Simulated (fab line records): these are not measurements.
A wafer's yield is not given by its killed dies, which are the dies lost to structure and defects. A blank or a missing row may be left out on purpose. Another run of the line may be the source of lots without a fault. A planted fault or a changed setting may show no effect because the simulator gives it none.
Chamber matching / flow sfqLine / 3 sister chambers for SFQ_TRILAYER_I2_DEP_PECVD_063 on pecvd-02
The step deposits SiO2 from SiH4/N2O, time 111.11 s, target thk 500 nm. 6 wafers are shown with their chamber, then 8 later ones without.

== EACH WAFER AND ITS CHAMBER ==
wafer=L876.5; chamber=1; throttleValvePct (%)=25.3; heaterPowerW (W)=65
wafer=L882.1; chamber=1; throttleValvePct (%)=25.1; heaterPowerW (W)=56
wafer=L883.2; chamber=0; throttleValvePct (%)=28.4; heaterPowerW (W)=81
wafer=L883.4; chamber=0; throttleValvePct (%)=28.5; heaterPowerW (W)=81
wafer=L883.6; chamber=2; throttleValvePct (%)=24.0; heaterPowerW (W)=69
wafer=L885.3; chamber=2; throttleValvePct (%)=24.1; heaterPowerW (W)=70

== WAFERS WITHOUT THEIR CHAMBER ==
wafer=L885.5; throttleValvePct (%)=25.1; heaterPowerW (W)=62
wafer=L885.6; throttleValvePct (%)=28.4; heaterPowerW (W)=84
wafer=L890.2; throttleValvePct (%)=23.5; heaterPowerW (W)=62
wafer=L890.4; throttleValvePct (%)=23.3; heaterPowerW (W)=66
wafer=L890.6; throttleValvePct (%)=22.7; heaterPowerW (W)=52
wafer=L891.1; throttleValvePct (%)=22.6; heaterPowerW (W)=64
wafer=L891.3; throttleValvePct (%)=23.0; heaterPowerW (W)=90
wafer=L891.5; throttleValvePct (%)=22.5; heaterPowerW (W)=51

== CHAMBER TAKEN BY EACH ==
wafer=L885.5; from the rows above=1; in truth=1
wafer=L885.6; from the rows above=0; in truth=0
wafer=L890.2; from the rows above=2; in truth=2
wafer=L890.4; from the rows above=2; in truth=2
wafer=L890.6; from the rows above=2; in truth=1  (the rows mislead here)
wafer=L891.1; from the rows above=2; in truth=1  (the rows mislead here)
wafer=L891.3; from the rows above=2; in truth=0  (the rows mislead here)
wafer=L891.5; from the rows above=2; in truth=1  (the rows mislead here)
4 of 8 placed correctly. Not placeable from these rows: 0. Wrongly placed: 4.
How it was worked out, from the rows above alone: a wafer's distance from a chamber is the root of the sum, over the readings, of the square of ((its reading less the chamber's mean) divided by the reading's scatter). If the next closest chamber is less than 2 further off than the closest, the wafer can't be placed; otherwise it belongs to the closest. A chamber's mean is the mean of its shown wafers. How the scatter is found: for the shown wafers, subtract from each reading the mean of its chamber, square and add these, divide the total by (wafers less chambers), then take the root.
